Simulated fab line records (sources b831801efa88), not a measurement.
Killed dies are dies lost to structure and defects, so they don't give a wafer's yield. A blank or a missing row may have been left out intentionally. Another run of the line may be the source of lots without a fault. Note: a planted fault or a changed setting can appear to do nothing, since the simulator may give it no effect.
One fault seen from 2 desks    flow sky130    numbers are kept per desk, each desk with only its own; the story behind them comes last

FOR THE TOOL OWNER'S DESK: furnace-01
The tool's own readings at SKY_GATE_OXIDE_OXIDATION_01 (stabilise 600 s, purge 300 s, target thk 10.268 nm): means of the sampled wafers that have a number, for each lot that ran on this tool. Marked OUT: a lot whose mean sits more than 4 standard deviations from the usual mean, which makes it out of limits; the brackets give that distance.
Columns: A = spikeTcTopC at SKY_GATE_OXIDE_OXIDATION_01, usual 908.8 C; B = tubeCenterTempC at SKY_GATE_OXIDE_OXIDATION_01, usual 900.01 C; C = zonePowerCentrePct at SKY_GATE_OXIDE_OXIDATION_01, usual 20.1 %; D = zonePowerUpperPct at SKY_GATE_OXIDE_OXIDATION_01, usual 18.4 %
lot   first seen here  A      B       C     D
L762  day 13 00:02     908.8  899.96  17.7  16.4
L765  day 14 00:40     908.8  899.95  17.6  16.5
L767  day 14 14:50     909.1  899.96  17.7  16.5
L768  day 15 07:22     908.6  899.99  17.6  16.4
L769  day 15 10:22     909.5  899.98  17.5  16.4
L773  day 16 17:17     909.1  899.97  17.6  16.6
L776  day 17 19:06     908.8  900.06  17.6  16.5
L779  day 18 16:54     908.3  900.02  17.5  16.4
This desk's finding: nothing out of limits on any of the 8 lots.

METROLOGY DESK
What the gauges read for every lot (on any tool): the sampled wafers with a number, averaged. Marked OUT: a lot whose mean sits more than 4 standard deviations from the usual mean, which makes it out of limits; the brackets give that distance.
Columns: A = cdNm at SKY_VT_ADJUST_HVTR_CD_MEAS_07, usual 378.9 nm; B = VT_ADJUST_HVTR_OVL at SKY_VT_ADJUST_HVTR_OVL_MEAS_08, usual 0.0 nm; C = SONOS_TUNNEL_TW at SKY_SONOS_TUNNEL_TW_MEAS_12, usual 198.1; D = GATE_OXIDE_OXIDATION_00_THK at SKY_GATE_OXIDE_THK_MEAS_02, usual 10.25 nm
lot   first seen here  A      B     C      D
L762  day 9 17:45      377.9  2.4   199.4  10.48
L765  day 10 16:52     379.3  1.5   197.9  10.16
L766  day 10 23:56     375.9  0.7   199.2  10.28
L767  day 11 04:01     381.0  0.8   197.6  10.27
L768  day 11 19:58     378.6  0.5   198.1  10.33
L769  day 11 22:15     377.2  -0.3  198.1  10.27
L772  day 12 17:16     378.7  -0.6  199.3  10.22
L773  day 13 00:36     381.9  -0.7  198.3  10.22
L776  day 14 01:02     377.0  -1.7  199.1  9.34 (-5.0) OUT
L777  day 14 13:05     381.7  -0.2  197.7  10.43
L779  day 14 18:32     380.4  -1.8  198.0  9.53
L783  day 16 10:42     377.6  1.8   197.8  10.16
L784  day 16 14:53     378.4  1.2   197.3  10.32
This desk's finding: out of limits on L776; first on L776, day 17 20:31 (GATE_OXIDE_OXIDATION_00_THK at SKY_GATE_OXIDE_THK_MEAS_02). Within limits: L762, L765, L766, L767, L768, L769, L772, L773, L777, L779, L783, L784.

ALL TOGETHER
At day 17 20:31 the metrology desk could have sounded an alarm, on L776.
The tool owner's desk saw nothing out of limits.
The tool owner's desk has L776 on record, within its limits.
Of the lots named, all ran SKY_GATE_OXIDE_OXIDATION_01 on furnace-01.

WHAT THE SIMULATOR PUT IN
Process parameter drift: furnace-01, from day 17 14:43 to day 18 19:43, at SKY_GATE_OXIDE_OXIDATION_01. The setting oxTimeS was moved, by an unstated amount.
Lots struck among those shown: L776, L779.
Hours from the fault's start to each desk's first reading out of limits: the metrology desk, 6.
